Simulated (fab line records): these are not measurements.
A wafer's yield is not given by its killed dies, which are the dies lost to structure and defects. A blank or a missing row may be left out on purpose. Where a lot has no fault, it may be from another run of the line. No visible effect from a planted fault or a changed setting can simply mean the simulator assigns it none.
fab line records :: flow sfqLine
record:
  lots: 13
  wafers: 39
  lastDay: 79
route steps=325 shown M4@161 I4@163 R5@225 I5@235
lots that met no fault: from a run of the same line without faults
startH: start of the lot's first displayed wafer, in hours after the record's first day :: waitH: how many hours have passed since the lot's step before this one :: " identical to the entry in the row above :: L1.1+2: a row that stands for several wafers :: - no value, or no start given :: * or withheld: withheld :: < > ~ a bound
route shown NAME@n: a module of which the file shows steps, and the number in the route of the first :: usual: average and standard deviation across the fault-free wafers :: same: alike in all rows :: chamber/n: place in a boat :: sites: readings site by site :: _std_site: their standard deviation :: _edge_site: outer sites' mean less inner sites' :: radiusMm: for every site, how far away it sits from the centre of the wafer :: mask NAME#n: copy n :: behind: tool/chamber where the wafer was last shaped :: hold: reason for holding the lot/hours on hold/outcome of the hold :: device: which transistor (n, p or np) failed to switch :: end of line: at the end of the route, the tests of the same wafers :: for a step that has no rows: nothing shown but its recipe :: killed: dies lost to structure and defects at the first sort, not the wafer's yield :: map: shows each die of a wafer: x if killed, . if not, _ if none is there
set.NAME: the setting that was run; set.NAME@STEP: the one run at that earlier step :: model.NAME: the simulator's own value behind a step, which no gauge read
route steps across a sampled set of lots; one table per step, one row per wafer
services: the hour from which a tool's chamber was out of use, counted from the record's first day as startH (under 0 if before that day), plus the number of hours and why
== steps ==
step: SFQ_TRILAYER_M4_STRIP_STRIP_097
recipe:
  gas: O2
  powerW: 200
  platenTempC: 40
  overashFraction: 0.65
  chemistry: O2
  pressureMtorr: 50
usual:
  drypumpMotorCurrentA: 5.8/0.63
  oesProductAu: 0.997/0.0075
  platenTempC: 39.99/0.11
lot.wafer: L398.1
tool: rieMetal-04
chamber: 1
startH: 885.60
waitH: 0.1
drypumpMotorCurrentA: 5.0
oesProductAu: 1.000
platenTempC: 40.16
rfHoursCounterH: 19

lot.wafer: L398.4
tool: rieMetal-04
chamber: 0
startH: 885.60
waitH: 0.1
drypumpMotorCurrentA: 6.3
oesProductAu: 0.992
platenTempC: 39.77
rfHoursCounterH: -

lot.wafer: L398.6
tool: rieMetal-04
chamber: 1
startH: 885.60
waitH: 0.1
drypumpMotorCurrentA: 5.0
oesProductAu: 0.995
platenTempC: 40.19
rfHoursCounterH: -

lot.wafer: L399.1
tool: rieMetal-02
chamber: 1
startH: 898.78
waitH: 0.1
drypumpMotorCurrentA: 6.0
oesProductAu: 1.000
platenTempC: 39.93
rfHoursCounterH: 45

lot.wafer: L399.2
tool: rieMetal-02
chamber: 0
startH: 898.78
waitH: 0.1
drypumpMotorCurrentA: 4.8
oesProductAu: 1.009
platenTempC: 39.91
rfHoursCounterH: 93

lot.wafer: L399.4
tool: rieMetal-02
chamber: 0
startH: 898.78
waitH: 0.1
drypumpMotorCurrentA: 4.8
oesProductAu: 1.009
platenTempC: 40.07
rfHoursCounterH: -

lot.wafer: L400.1
tool: rieMetal-04
chamber: 0
startH: 996.15
waitH: 0.1
drypumpMotorCurrentA: 6.2
oesProductAu: 0.994
platenTempC: 39.93
rfHoursCounterH: 75

lot.wafer: L400.3
tool: rieMetal-04
chamber: 0
startH: 996.15
waitH: 0.1
drypumpMotorCurrentA: 6.2
oesProductAu: 0.992
platenTempC: 39.95
rfHoursCounterH: -

lot.wafer: L400.4
tool: rieMetal-04
chamber: 1
startH: 996.15
waitH: 0.1
drypumpMotorCurrentA: 5.0
oesProductAu: 0.990
platenTempC: 40.14
rfHoursCounterH: -

lot.wafer: L401.3
tool: rieMetal-02
chamber: 1
startH: 997.55
waitH: 0.2
drypumpMotorCurrentA: 6.0
oesProductAu: 0.989
platenTempC: 39.94
rfHoursCounterH: -

lot.wafer: L401.4
tool: rieMetal-02
chamber: 0
startH: 997.55
waitH: 0.2
drypumpMotorCurrentA: 4.9
oesProductAu: 1.006
platenTempC: 40.08
rfHoursCounterH: -

lot.wafer: L401.5
tool: rieMetal-02
chamber: 1
startH: 997.55
waitH: 0.2
drypumpMotorCurrentA: 5.9
oesProductAu: 0.998
platenTempC: 39.84
rfHoursCounterH: -

lot.wafer: L402.4
tool: rieMetal-03
chamber: 0
startH: 1005.95
waitH: 0.2
drypumpMotorCurrentA: 6.3
oesProductAu: 0.991
platenTempC: 39.86
rfHoursCounterH: -

lot.wafer: L402.5
tool: rieMetal-03
chamber: 0
startH: 1005.95
waitH: 0.2
drypumpMotorCurrentA: 6.3
oesProductAu: 0.994
platenTempC: 39.76
rfHoursCounterH: -

lot.wafer: L402.6
tool: rieMetal-03
chamber: 1
startH: 1005.95
waitH: 0.2
drypumpMotorCurrentA: 6.5
oesProductAu: 1.008
platenTempC: 39.76
rfHoursCounterH: -

lot.wafer: L403.2
tool: rieMetal-02
chamber: 1
startH: 1008.15
waitH: 0.1
drypumpMotorCurrentA: 6.0
oesProductAu: 1.005
platenTempC: 39.85
rfHoursCounterH: 61

lot.wafer: L403.3
tool: rieMetal-02
chamber: 0
startH: 1008.15
waitH: 0.1
drypumpMotorCurrentA: 4.8
oesProductAu: 1.004
platenTempC: 40.00
rfHoursCounterH: -

lot.wafer: L403.5
tool: rieMetal-02
chamber: 1
startH: 1008.15
waitH: 0.1
drypumpMotorCurrentA: 6.0
oesProductAu: 0.990
platenTempC: 39.93
rfHoursCounterH: -

lot.wafer: L404.3
tool: rieMetal-03
chamber: 0
startH: 1021.10
waitH: 0.2
drypumpMotorCurrentA: 6.3
oesProductAu: 0.991
platenTempC: 40.16
rfHoursCounterH: -

lot.wafer: L404.4
tool: rieMetal-03
chamber: 1
startH: 1021.10
waitH: 0.2
drypumpMotorCurrentA: 6.5
oesProductAu: 1.007
platenTempC: 40.14
rfHoursCounterH: -

lot.wafer: L404.6
tool: rieMetal-03
chamber: 0
startH: 1021.10
waitH: 0.2
drypumpMotorCurrentA: 6.3
oesProductAu: 0.992
platenTempC: 39.94
rfHoursCounterH: -

lot.wafer: L405.1
tool: rieMetal-04
chamber: 1
startH: 1063.68
waitH: 0.1
drypumpMotorCurrentA: 5.0
oesProductAu: 0.999
platenTempC: 40.00
rfHoursCounterH: 48

lot.wafer: L405.3
tool: rieMetal-04
chamber: 0
startH: 1063.68
waitH: 0.1
drypumpMotorCurrentA: 6.2
oesProductAu: 0.991
platenTempC: 39.94
rfHoursCounterH: -

lot.wafer: L405.5
tool: rieMetal-04
chamber: 0
startH: 1063.68
waitH: 0.1
drypumpMotorCurrentA: 6.2
oesProductAu: 0.982
platenTempC: 39.79
rfHoursCounterH: -

lot.wafer: L407.1
tool: rieMetal-03
chamber: 0
startH: 1101.89
waitH: 0.1
drypumpMotorCurrentA: 6.3
oesProductAu: 0.992
platenTempC: 39.93
rfHoursCounterH: 136

lot.wafer: L407.3
tool: rieMetal-03
chamber: 0
startH: 1101.89
waitH: 0.1
drypumpMotorCurrentA: 6.3
oesProductAu: 0.981
platenTempC: 40.07
rfHoursCounterH: -

lot.wafer: L407.6
tool: rieMetal-03
chamber: 0
startH: 1101.89
waitH: 0.1
drypumpMotorCurrentA: 6.3
oesProductAu: 0.987
platenTempC: 40.03
rfHoursCounterH: -

lot.wafer: L408.2
tool: rieMetal-04
chamber: 0
startH: 1103.09
waitH: 0.1
drypumpMotorCurrentA: 6.2
oesProductAu: 1.005
platenTempC: 40.02
rfHoursCounterH: 91

lot.wafer: L408.4
tool: rieMetal-04
chamber: 1
startH: 1103.09
waitH: 0.1
drypumpMotorCurrentA: 5.0
oesProductAu: 0.996
platenTempC: 40.14
rfHoursCounterH: -

lot.wafer: L408.6
tool: rieMetal-04
chamber: 1
startH: 1103.09
waitH: 0.1
drypumpMotorCurrentA: 5.0
oesProductAu: 0.997
platenTempC: 40.11
rfHoursCounterH: -

lot.wafer: L409.4
tool: rieMetal-04
chamber: 1
startH: 1114.81
waitH: 0.2
drypumpMotorCurrentA: 5.0
oesProductAu: 1.003
platenTempC: 40.07
rfHoursCounterH: -

lot.wafer: L409.5
tool: rieMetal-04
chamber: 0
startH: 1114.81
waitH: 0.2
drypumpMotorCurrentA: 6.2
oesProductAu: 1.007
platenTempC: 40.09
rfHoursCounterH: -

lot.wafer: L409.6
tool: rieMetal-04
chamber: 1
startH: 1114.81
waitH: 0.2
drypumpMotorCurrentA: 5.0
oesProductAu: 0.998
platenTempC: 39.84
rfHoursCounterH: -

lot.wafer: L411.2
tool: rieMetal-03
chamber: 0
startH: 1227.83
waitH: 0.6
drypumpMotorCurrentA: 6.3
oesProductAu: 0.990
platenTempC: 40.01
rfHoursCounterH: -

lot.wafer: L411.3
tool: rieMetal-03
chamber: 0
startH: 1227.83
waitH: 0.6
drypumpMotorCurrentA: 6.3
oesProductAu: 0.993
platenTempC: 40.04
rfHoursCounterH: -

lot.wafer: L411.4
tool: rieMetal-03
chamber: 0
startH: 1227.83
waitH: 0.6
drypumpMotorCurrentA: 6.3
oesProductAu: 0.981
platenTempC: 40.02
rfHoursCounterH: -

lot.wafer: L419.2
tool: rieMetal-02
chamber: 0
startH: 1390.14
waitH: 0.1
drypumpMotorCurrentA: 4.8
oesProductAu: 1.009
platenTempC: 39.77
rfHoursCounterH: 18

lot.wafer: L419.3
tool: rieMetal-02
chamber: 0
startH: 1390.14
waitH: 0.1
drypumpMotorCurrentA: 4.8
oesProductAu: 1.000
platenTempC: 39.81
rfHoursCounterH: -

lot.wafer: L419.6
tool: rieMetal-02
chamber: 0
startH: 1390.14
waitH: 0.1
drypumpMotorCurrentA: 4.8
oesProductAu: 1.011
platenTempC: 39.82
rfHoursCounterH: -
step: SFQ_TRILAYER_I4_DEP_PECVD_099
recipe:
  material: SiO2
  tempC: 150
  timeS: 111.11
  pressureTorr: 2.4
  rfW: 183.3
  precursor: SiH4/N2O
  targetThkNm: 500
usual:
  heaterPowerW: 81/17
  throttleValvePct: 25.0/2
same:
  timeS: 111.11
lot.wafer: L398.1
tool: pecvd-03
chamber: 0
startH: 886.37
waitH: 0.0
heaterPowerW: 55
throttleValvePct: 23.8

lot.wafer: L398.4
tool: pecvd-03
chamber: 2
startH: 886.37
waitH: 0.0
heaterPowerW: 68
throttleValvePct: 29.0

lot.wafer: L398.6
tool: pecvd-03
chamber: 1
startH: 886.37
waitH: 0.0
heaterPowerW: 85
throttleValvePct: 25.8

lot.wafer: L399.1
tool: pecvd-02
chamber: 1
startH: 899.55
waitH: 0.0
heaterPowerW: 87
throttleValvePct: 24.2

lot.wafer: L399.2
tool: pecvd-02
chamber: 2
startH: 899.55
waitH: 0.0
heaterPowerW: 87
throttleValvePct: 23.5

lot.wafer: L399.4
tool: pecvd-02
chamber: 1
startH: 899.55
waitH: 0.0
heaterPowerW: 90
throttleValvePct: 24.4

lot.wafer: L400.1
tool: pecvd-03
chamber: 2
startH: 996.93
waitH: 0.0
heaterPowerW: 82
throttleValvePct: 29.0

lot.wafer: L400.3
tool: pecvd-03
chamber: 0
startH: 996.93
waitH: 0.0
heaterPowerW: 64
throttleValvePct: 23.8

lot.wafer: L400.4
tool: pecvd-03
chamber: 2
startH: 996.93
waitH: 0.0
heaterPowerW: 86
throttleValvePct: 29.0

lot.wafer: L401.3
tool: pecvd-04
chamber: 0
startH: 998.14
waitH: 0.0
heaterPowerW: 62
throttleValvePct: 23.0

lot.wafer: L401.4
tool: pecvd-04
chamber: 2
startH: 998.14
waitH: 0.0
heaterPowerW: 105
throttleValvePct: 22.3

lot.wafer: L401.5
tool: pecvd-04
chamber: 0
startH: 998.14
waitH: 0.0
heaterPowerW: 65
throttleValvePct: 23.2

lot.wafer: L402.4
tool: pecvd-04
chamber: 2
startH: 1006.57
waitH: 0.0
heaterPowerW: 91
throttleValvePct: 22.3

lot.wafer: L402.5
tool: pecvd-04
chamber: 0
startH: 1006.57
waitH: 0.0
heaterPowerW: 59
throttleValvePct: 23.1

lot.wafer: L402.6
tool: pecvd-04
chamber: 1
startH: 1006.57
waitH: 0.0
heaterPowerW: 112
throttleValvePct: 23.3

lot.wafer: L403.2
tool: pecvd-03
chamber: 2
startH: 1008.93
waitH: 0.0
heaterPowerW: 72
throttleValvePct: 29.1

lot.wafer: L403.3
tool: pecvd-03
chamber: 0
startH: 1008.93
waitH: 0.0
heaterPowerW: 56
throttleValvePct: 24.1

lot.wafer: L403.5
tool: pecvd-03
chamber: 0
startH: 1008.93
waitH: 0.0
heaterPowerW: 59
throttleValvePct: 23.8

lot.wafer: L404.3
tool: pecvd-04
chamber: 0
startH: 1021.69
waitH: 0.0
heaterPowerW: 63
throttleValvePct: 23.0

lot.wafer: L404.4
tool: pecvd-04
chamber: 2
startH: 1021.69
waitH: 0.0
heaterPowerW: 103
throttleValvePct: 22.5

lot.wafer: L404.6
tool: pecvd-04
chamber: 1
startH: 1021.69
waitH: 0.0
heaterPowerW: 120
throttleValvePct: 22.9

lot.wafer: L405.1
tool: pecvd-03
chamber: 1
startH: 1064.45
waitH: 0.0
heaterPowerW: 78
throttleValvePct: 25.9

lot.wafer: L405.3
tool: pecvd-03
chamber: 0
startH: 1064.45
waitH: 0.0
heaterPowerW: 61
throttleValvePct: 23.9

lot.wafer: L405.5
tool: pecvd-03
chamber: 2
startH: 1064.45
waitH: 0.0
heaterPowerW: 75
throttleValvePct: 29.1

lot.wafer: L407.1
tool: pecvd-02
chamber: 1
startH: 1102.68
waitH: 0.0
heaterPowerW: 89
throttleValvePct: 25.0

lot.wafer: L407.3
tool: pecvd-02
chamber: 2
startH: 1102.68
waitH: 0.0
heaterPowerW: 76
throttleValvePct: 24.5

lot.wafer: L407.6
tool: pecvd-02
chamber: 0
startH: 1102.68
waitH: 0.0
heaterPowerW: 75
throttleValvePct: 23.7

lot.wafer: L408.2
tool: pecvd-04
chamber: 1
startH: 1103.87
waitH: 0.0
heaterPowerW: 117
throttleValvePct: 23.4

lot.wafer: L408.4
tool: pecvd-04
chamber: 2
startH: 1103.87
waitH: 0.0
heaterPowerW: 89
throttleValvePct: 22.7

lot.wafer: L408.6
tool: pecvd-04
chamber: 1
startH: 1103.87
waitH: 0.0
heaterPowerW: 121
throttleValvePct: 23.4

lot.wafer: L409.4
tool: pecvd-03
chamber: 1
startH: 1115.43
waitH: 0.0
heaterPowerW: 86
throttleValvePct: 25.8

lot.wafer: L409.5
tool: pecvd-03
chamber: 2
startH: 1115.43
waitH: 0.0
heaterPowerW: 74
throttleValvePct: 28.9

lot.wafer: L409.6
tool: pecvd-03
chamber: 0
startH: 1115.43
waitH: 0.0
heaterPowerW: 65
throttleValvePct: 24.1

lot.wafer: L411.2
tool: pecvd-03
chamber: 1
startH: 1229.00
waitH: 0.0
heaterPowerW: 88
throttleValvePct: 25.8

lot.wafer: L411.3
tool: pecvd-03
chamber: 2
startH: 1229.00
waitH: 0.0
heaterPowerW: 74
throttleValvePct: 29.2

lot.wafer: L411.4
tool: pecvd-03
chamber: 2
startH: 1229.00
waitH: 0.0
heaterPowerW: 79
throttleValvePct: 29.1

lot.wafer: L419.2
tool: pecvd-04
chamber: 1
startH: 1390.91
waitH: 0.0
heaterPowerW: 131
throttleValvePct: 23.9

lot.wafer: L419.3
tool: pecvd-04
chamber: 0
startH: 1390.91
waitH: 0.0
heaterPowerW: 55
throttleValvePct: 23.8

lot.wafer: L419.6
tool: pecvd-04
chamber: 1
startH: 1390.91
waitH: 0.0
heaterPowerW: 104
throttleValvePct: 24.3
step: SFQ_TRILAYER_R5_ETCH_METAL_ETCH_139
recipe:
  stopOn: SiO2
  maskMaterial: PR
  chemistry: Cl2
  targetDepthNm: 60
  icpW: 600
  biasW: 80
  pressureMtorr: 10
  timeS: 40
usual:
  drypumpMotorCurrentA: 5.9/0.63
  oesProductAu: 0.987/0.0059
same:
  timeS: 40
lot.wafer: L398.1
tool: rieMetal-02
chamber: 1
startH: 1306.35
waitH: 0.0
drypumpMotorCurrentA: 6.0
oesProductAu: 0.989
rfHoursCounterH: 112

lot.wafer: L398.4
tool: rieMetal-02
chamber: 0
startH: 1306.35
waitH: 0.0
drypumpMotorCurrentA: 4.8
oesProductAu: 0.991
rfHoursCounterH: -

lot.wafer: L398.6
tool: rieMetal-02
chamber: 0
startH: 1306.35
waitH: 0.0
drypumpMotorCurrentA: 4.8
oesProductAu: 0.995
rfHoursCounterH: -

lot.wafer: L399.1
tool: rieMetal-04
chamber: 0
startH: 1311.15
waitH: 0.0
drypumpMotorCurrentA: 6.2
oesProductAu: 0.993
rfHoursCounterH: 121

lot.wafer: L399.2
tool: rieMetal-04
chamber: 1
startH: 1311.15
waitH: 0.0
drypumpMotorCurrentA: 5.0
oesProductAu: 0.984
rfHoursCounterH: 87

lot.wafer: L399.4
tool: rieMetal-04
chamber: 1
startH: 1311.15
waitH: 0.0
drypumpMotorCurrentA: 5.1
oesProductAu: 0.984
rfHoursCounterH: -

lot.wafer: L400.1
tool: rieMetal-04
chamber: 0
startH: 1314.75
waitH: 0.0
drypumpMotorCurrentA: 6.2
oesProductAu: 0.994
rfHoursCounterH: 122

lot.wafer: L400.3
tool: rieMetal-04
chamber: 1
startH: 1314.75
waitH: 0.0
drypumpMotorCurrentA: 5.0
oesProductAu: 0.978
rfHoursCounterH: -

lot.wafer: L400.4
tool: rieMetal-04
chamber: 0
startH: 1314.75
waitH: 0.0
drypumpMotorCurrentA: 6.2
oesProductAu: 0.996
rfHoursCounterH: -

lot.wafer: L401.3
tool: rieMetal-02
chamber: 1
startH: 1317.17
waitH: 0.0
drypumpMotorCurrentA: 6.0
oesProductAu: 0.977
rfHoursCounterH: -

lot.wafer: L401.4
tool: rieMetal-02
chamber: 0
startH: 1317.17
waitH: 0.0
drypumpMotorCurrentA: 4.8
oesProductAu: 0.992
rfHoursCounterH: -

lot.wafer: L401.5
tool: rieMetal-02
chamber: 0
startH: 1317.17
waitH: 0.0
drypumpMotorCurrentA: 4.8
oesProductAu: 0.991
rfHoursCounterH: -

lot.wafer: L402.4
tool: rieMetal-03
chamber: 0
startH: 1324.59
waitH: 0.0
drypumpMotorCurrentA: 6.3
oesProductAu: 0.989
rfHoursCounterH: -

lot.wafer: L402.5
tool: rieMetal-03
chamber: 0
startH: 1324.59
waitH: 0.0
drypumpMotorCurrentA: 6.3
oesProductAu: 0.995
rfHoursCounterH: -

lot.wafer: L402.6
tool: rieMetal-03
chamber: 1
startH: 1324.59
waitH: 0.0
drypumpMotorCurrentA: 6.4
oesProductAu: 0.994
rfHoursCounterH: -

lot.wafer: L403.2
tool: rieMetal-04
chamber: 1
startH: 1325.77
waitH: 0.0
drypumpMotorCurrentA: 5.0
oesProductAu: 0.985
rfHoursCounterH: 89

lot.wafer: L403.3
tool: rieMetal-04
chamber: 1
startH: 1325.77
waitH: 0.0
drypumpMotorCurrentA: 5.0
oesProductAu: 0.988
rfHoursCounterH: -

lot.wafer: L403.5
tool: rieMetal-04
chamber: 1
startH: 1325.77
waitH: 0.0
drypumpMotorCurrentA: 5.0
oesProductAu: 0.990
rfHoursCounterH: -

lot.wafer: L404.3
tool: rieMetal-02
chamber: 1
startH: 1326.99
waitH: 0.0
drypumpMotorCurrentA: 6.0
oesProductAu: 0.980
rfHoursCounterH: -

lot.wafer: L404.4
tool: rieMetal-02
chamber: 0
startH: 1326.99
waitH: 0.0
drypumpMotorCurrentA: 4.9
oesProductAu: 0.996
rfHoursCounterH: -

lot.wafer: L404.6
tool: rieMetal-02
chamber: 1
startH: 1326.99
waitH: 0.0
drypumpMotorCurrentA: 6.0
oesProductAu: 0.975
rfHoursCounterH: -

lot.wafer: L405.1
tool: rieMetal-03
chamber: 0
startH: 1329.97
waitH: 0.0
drypumpMotorCurrentA: 6.3
oesProductAu: 1.003
rfHoursCounterH: 17

lot.wafer: L405.3
tool: rieMetal-03
chamber: 0
startH: 1329.97
waitH: 0.0
drypumpMotorCurrentA: 6.3
oesProductAu: 0.995
rfHoursCounterH: -

lot.wafer: L405.5
tool: rieMetal-03
chamber: 0
startH: 1329.97
waitH: 0.0
drypumpMotorCurrentA: 6.3
oesProductAu: 0.989
rfHoursCounterH: -

lot.wafer: L407.1
tool: rieMetal-03
chamber: 0
startH: 1406.32
waitH: 0.0
drypumpMotorCurrentA: 6.3
oesProductAu: 0.990
rfHoursCounterH: 27

lot.wafer: L407.3
tool: rieMetal-03
chamber: 1
startH: 1406.32
waitH: 0.0
drypumpMotorCurrentA: 6.5
oesProductAu: 0.981
rfHoursCounterH: -

lot.wafer: L407.6
tool: rieMetal-03
chamber: 1
startH: 1406.32
waitH: 0.0
drypumpMotorCurrentA: 6.4
oesProductAu: 0.980
rfHoursCounterH: -

lot.wafer: L408.2
tool: rieMetal-03
chamber: 1
startH: 1408.72
waitH: 0.0
drypumpMotorCurrentA: 6.5
oesProductAu: 0.980
rfHoursCounterH: 17

lot.wafer: L408.4
tool: rieMetal-03
chamber: 1
startH: 1408.72
waitH: 0.0
drypumpMotorCurrentA: 6.4
oesProductAu: 0.987
rfHoursCounterH: -

lot.wafer: L408.6
tool: rieMetal-03
chamber: 0
startH: 1408.72
waitH: 0.0
drypumpMotorCurrentA: 6.3
oesProductAu: 0.983
rfHoursCounterH: -

lot.wafer: L409.4
tool: rieMetal-03
chamber: 0
startH: 1415.90
waitH: 0.0
drypumpMotorCurrentA: 6.3
oesProductAu: 0.987
rfHoursCounterH: -

lot.wafer: L409.5
tool: rieMetal-03
chamber: 1
startH: 1415.90
waitH: 0.0
drypumpMotorCurrentA: 6.5
oesProductAu: 0.984
rfHoursCounterH: -

lot.wafer: L409.6
tool: rieMetal-03
chamber: 0
startH: 1415.90
waitH: 0.0
drypumpMotorCurrentA: 6.3
oesProductAu: 0.979
rfHoursCounterH: -

lot.wafer: L411.2
tool: rieMetal-03
chamber: 1
startH: 1530.18
waitH: 0.0
drypumpMotorCurrentA: 6.5
oesProductAu: 0.990
rfHoursCounterH: 29

lot.wafer: L411.3
tool: rieMetal-03
chamber: 1
startH: 1530.18
waitH: 0.0
drypumpMotorCurrentA: 6.5
oesProductAu: 0.983
rfHoursCounterH: -

lot.wafer: L411.4
tool: rieMetal-03
chamber: 0
startH: 1530.18
waitH: 0.0
drypumpMotorCurrentA: 6.3
oesProductAu: 0.984
rfHoursCounterH: -

lot.wafer: L419.2
tool: rieMetal-03
chamber: 1
startH: 1592.95
waitH: 0.0
drypumpMotorCurrentA: 6.5
oesProductAu: 0.986
rfHoursCounterH: 39

lot.wafer: L419.3
tool: rieMetal-03
chamber: 0
startH: 1592.95
waitH: 0.0
drypumpMotorCurrentA: 6.3
oesProductAu: 1.002
rfHoursCounterH: -

lot.wafer: L419.6
tool: rieMetal-03
chamber: 0
startH: 1592.95
waitH: 0.0
drypumpMotorCurrentA: 6.3
oesProductAu: 0.739
rfHoursCounterH: -
step: SFQ_I5_OVL_MEAS_936
usual:
  I5_OVL: 2/5.9
lot.wafer: L398.1
tool: overlay-02
chamber: -
startH: 1411.52
waitH: 0.1
I5_OVL[nm]: 4

lot.wafer: L398.4
tool: overlay-02
chamber: -
startH: 1411.52
waitH: 0.1
I5_OVL[nm]: 7

lot.wafer: L398.6
tool: overlay-02
chamber: -
startH: 1411.52
waitH: 0.1
I5_OVL[nm]: 0

lot.wafer: L399.1
tool: overlay-02
chamber: -
startH: 1416.32
waitH: 0.1
I5_OVL[nm]: 2

lot.wafer: L399.2
tool: overlay-02
chamber: -
startH: 1416.32
waitH: 0.1
I5_OVL[nm]: 0

lot.wafer: L399.4
tool: overlay-02
chamber: -
startH: 1416.32
waitH: 0.1
I5_OVL[nm]: -3

lot.wafer: L400.1
tool: overlay-02
chamber: -
startH: 1422.32
waitH: 0.1
I5_OVL[nm]: -8

lot.wafer: L400.3
tool: overlay-02
chamber: -
startH: 1422.32
waitH: 0.1
I5_OVL[nm]: -13

lot.wafer: L400.4
tool: overlay-02
chamber: -
startH: 1422.32
waitH: 0.1
I5_OVL[nm]: -4

lot.wafer: L401.3
tool: overlay-01
chamber: -
startH: 1427.09
waitH: 0.1
I5_OVL[nm]: 3

lot.wafer: L401.4
tool: overlay-01
chamber: -
startH: 1427.09
waitH: 0.1
I5_OVL[nm]: -2

lot.wafer: L401.5
tool: overlay-01
chamber: -
startH: 1427.09
waitH: 0.1
I5_OVL[nm]: 1

lot.wafer: L402.4
tool: overlay-01
chamber: -
startH: 1430.69
waitH: 0.1
I5_OVL[nm]: 3

lot.wafer: L402.5
tool: overlay-01
chamber: -
startH: 1430.69
waitH: 0.1
I5_OVL[nm]: 6

lot.wafer: L402.6
tool: overlay-01
chamber: -
startH: 1430.69
waitH: 0.1
I5_OVL[nm]: 5

lot.wafer: L403.2
tool: overlay-01
chamber: -
startH: 1433.08
waitH: 0.1
I5_OVL[nm]: 6

lot.wafer: L403.3
tool: overlay-01
chamber: -
startH: 1433.08
waitH: 0.1
I5_OVL[nm]: 9

lot.wafer: L403.5
tool: overlay-01
chamber: -
startH: 1433.08
waitH: 0.1
I5_OVL[nm]: 0

lot.wafer: L404.3
tool: overlay-02
chamber: -
startH: 1435.49
waitH: 0.1
I5_OVL[nm]: 7

lot.wafer: L404.4
tool: overlay-02
chamber: -
startH: 1435.49
waitH: 0.1
I5_OVL[nm]: 7

lot.wafer: L404.6
tool: overlay-02
chamber: -
startH: 1435.49
waitH: 0.1
I5_OVL[nm]: -9

lot.wafer: L405.1
tool: overlay-02
chamber: -
startH: 1441.47
waitH: 0.1
I5_OVL[nm]: 1

lot.wafer: L405.3
tool: overlay-02
chamber: -
startH: 1441.47
waitH: 0.1
I5_OVL[nm]: 5

lot.wafer: L405.5
tool: overlay-02
chamber: -
startH: 1441.47
waitH: 0.1
I5_OVL[nm]: 5

lot.wafer: L407.1
tool: overlay-02
chamber: -
startH: 1553.66
waitH: 0.1
I5_OVL[nm]: -2

lot.wafer: L407.3
tool: overlay-02
chamber: -
startH: 1553.66
waitH: 0.1
I5_OVL[nm]: 3

lot.wafer: L407.6
tool: overlay-02
chamber: -
startH: 1553.66
waitH: 0.1
I5_OVL[nm]: -4

lot.wafer: L408.2
tool: overlay-01
chamber: -
startH: 1556.06
waitH: 0.1
I5_OVL[nm]: -6

lot.wafer: L408.4
tool: overlay-01
chamber: -
startH: 1556.06
waitH: 0.1
I5_OVL[nm]: 0

lot.wafer: L408.6
tool: overlay-01
chamber: -
startH: 1556.06
waitH: 0.1
I5_OVL[nm]: -3

lot.wafer: L409.4
tool: overlay-02
chamber: -
startH: 1558.48
waitH: 0.1
I5_OVL[nm]: 7

lot.wafer: L409.5
tool: overlay-02
chamber: -
startH: 1558.48
waitH: 0.1
I5_OVL[nm]: 13

lot.wafer: L409.6
tool: overlay-02
chamber: -
startH: 1558.48
waitH: 0.1
I5_OVL[nm]: 10

lot.wafer: L411.2
tool: overlay-01
chamber: -
startH: 1627.81
waitH: 0.1
I5_OVL[nm]: -3

lot.wafer: L411.3
tool: overlay-01
chamber: -
startH: 1627.81
waitH: 0.1
I5_OVL[nm]: 1

lot.wafer: L411.4
tool: overlay-01
chamber: -
startH: 1627.81
waitH: 0.1
I5_OVL[nm]: 0

lot.wafer: L419.2
tool: overlay-02
chamber: -
startH: 1673.26
waitH: 0.1
I5_OVL[nm]: 1

lot.wafer: L419.3
tool: overlay-02
chamber: -
startH: 1673.26
waitH: 0.1
I5_OVL[nm]: 3

lot.wafer: L419.6
tool: overlay-02
chamber: -
startH: 1673.26
waitH: 0.1
I5_OVL[nm]: 6
== services ==
tool: rieMetal-02
chamber: -
startH: 870.95
hours: 2.7
kind: repair

tool: pecvd-03
chamber: 2
startH: 911.28
hours: 9.6
kind: repair

tool: pecvd-03
chamber: -
startH: 955.22
hours: 5.5
kind: pm

tool: pecvd-03
chamber: -
startH: 985.78
hours: 10.0
kind: repair

tool: rieMetal-02
chamber: -
startH: 1019.71
hours: 1.3
kind: repair

tool: pecvd-03
chamber: -
startH: 1048.83
hours: 14.6
kind: pm

tool: pecvd-03
chamber: -
startH: 1101.43
hours: 2.8
kind: pm

tool: rieMetal-03
chamber: 1
startH: 1107.29
hours: 2.8
kind: repair

tool: pecvd-03
chamber: -
startH: 1120.53
hours: 4.3
kind: pm

tool: rieMetal-02
chamber: 0
startH: 1153.59
hours: 22.1
kind: repair

tool: pecvd-03
chamber: 1
startH: 1177.37
hours: 4.1
kind: repair

tool: pecvd-03
chamber: -
startH: 1182.33
hours: 0.5
kind: repair

tool: pecvd-03
chamber: 1
startH: 1229.67
hours: 7.3
kind: repair

tool: rieMetal-04
chamber: 0
startH: 1256.47
hours: 6.9
kind: repair

tool: rieMetal-02
chamber: -
startH: 1288.60
hours: 5.3
kind: repair

tool: rieMetal-03
chamber: 0
startH: 1293.40
hours: 11.5
kind: repair

tool: rieMetal-02
chamber: -
startH: 1301.21
hours: 0.3
kind: repair

tool: rieMetal-03
chamber: 0
startH: 1311.34
hours: 7.3
kind: repair

tool: rieMetal-03
chamber: 1
startH: 1316.08
hours: 4.3
kind: repair

tool: pecvd-03
chamber: -
startH: 1316.75
hours: 14.0
kind: pm

tool: rieMetal-02
chamber: 1
startH: 1333.35
hours: 2.8
kind: repair

tool: rieMetal-04
chamber: -
startH: 1375.47
hours: 2.8
kind: pm

tool: rieMetal-03
chamber: -
startH: 1424.60
hours: 14.6
kind: pm

tool: rieMetal-03
chamber: -
startH: 1507.12
hours: 5.0
kind: repair
== key ==
firstSign:
  step: SFQ_TRILAYER_R5_ETCH_METAL_ETCH_139
  reading: oesProductAu
  direction: down
  sigmas: 42
  usual: 0.987
  struck: 0.739
effect none on later readings
metAt SFQ_TRILAYER_R5_ETCH_METAL_ETCH_139
struckLots L419
struckWafers L419.6
notActingAt SFQ_TRILAYER_M4_STRIP_STRIP_097,SFQ_TRILAYER_I4_DEP_PECVD_099,SFQ_I5_OVL_MEAS_936
onsetBetween 1530.18 1592.95
fault:
  kind: processParameterDrift
  tool: rieMetal-03
  chamber: -
  onsetH: 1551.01
  steps: SFQ_TRILAYER_R5_ETCH_METAL_ETCH_139
  channel: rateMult
  offset: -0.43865
  shape: step
  endH: 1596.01
  scope: struckWafersOnly
